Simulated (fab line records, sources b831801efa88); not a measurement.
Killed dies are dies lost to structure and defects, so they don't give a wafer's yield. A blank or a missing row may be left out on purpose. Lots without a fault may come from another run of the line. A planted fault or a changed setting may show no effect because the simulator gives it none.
Problem report in the 8D (eight disciplines) form, filled by code | flow sky130 | the parts of the form that need people (team, actions taken, sign-off) are left out

1. THE PROBLEM
run_length_s at SKY_METAL4_ETCH_16 reads a mean of 137.8 s on 6 wafers of 2 lots; wafers without a fault read 116.5 s with a standard deviation of 0.38. That is +56 standard deviations from the usual mean.
The step: etches BARC in N2/H2, stops on SiO2, time 88.2 s, target depth 60 nm.
First seen on wafer L397.3, day 44 08:16, on rie_metal-02. The record holds 30 wafers of 10 lots with a number at this step. Rule for "out", or "out of limits": more than 4 standard deviations from the usual mean. The other wafers with a number count as sound.

2. WHAT IT IS AND WHAT IT IS NOT
question                    | is                           | is not
which readings at this step | run_length_s, oes_product_au | -
which lots                  | L397, L399                   | L391, L395, L404, L405, L408, L409, L410, L411
which wafers of those lots  | all that have a number       | -
read on which tools         | rie_metal-02                 | rie_metal-03, rie_metal-04
when                        | from day 44 08:16            | up to then (6 sound wafers); but 18 sound wafers of L404, L405, L408, L409, L410, L411 came after

3. SUSPECTS, AND WHAT RULES EACH OUT
Counting: a tool at a process step up to the reading stays a suspect if it ran every lot that is out and no sound lot after the first of them.
- rie_metal-02 at SKY_METAL4_DESCUM_15 (chemistry O2, time 8 s): kept. It ran every lot that is out, first L397 (day 44 08:13), and no sound lot after that.
- rie_metal-02 at SKY_METAL4_ETCH_16 (etches BARC in N2/H2, stops on SiO2, time 88.2 s, target depth 60 nm): kept. It ran every lot that is out, first L397 (day 44 08:16), and no sound lot after that. Its own readings are out on those wafers: oes_product_au, run_length_s.
Left after counting: rie_metal-02 at SKY_METAL4_DESCUM_15, rie_metal-02 at SKY_METAL4_ETCH_16.

4. THE CAUSE (what the simulator had put in)
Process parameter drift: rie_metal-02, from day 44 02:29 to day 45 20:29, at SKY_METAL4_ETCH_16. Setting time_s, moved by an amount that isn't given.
Counting left 2 suspects, and this tool is among them.

5. THE CHAIN OF EFFECTS, in route order
Each row: a reading whose mean over the struck wafers that have a number lies more than 3 standard deviations from the usual. Only readings for which the record gives a usual standard deviation are gone through. hours: the time from each lot's start at the first step in this table that gives one to its start at this step, as a median over the lots. sigmas: the change in usual standard deviations.
hours | step               | reading        | usual      | on struck wafers | change | sigmas
0     | SKY_METAL4_ETCH_16 | oes_product_au | 0.626 a.u. | 0.579            | -0.047 | -11
0     | SKY_METAL4_ETCH_16 | run_length_s   | 116.5 s    | 137.8            | +21.3  | +56
The process steps in it:
- SKY_METAL4_ETCH_16: etches BARC in N2/H2, stops on SiO2, time 88.2 s, target depth 60 nm.

6. WHAT WOULD HAVE CAUGHT IT SOONER
In this record the first reading out of limits was taken at day 44 08:16, 6 hours after the fault began at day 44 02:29.
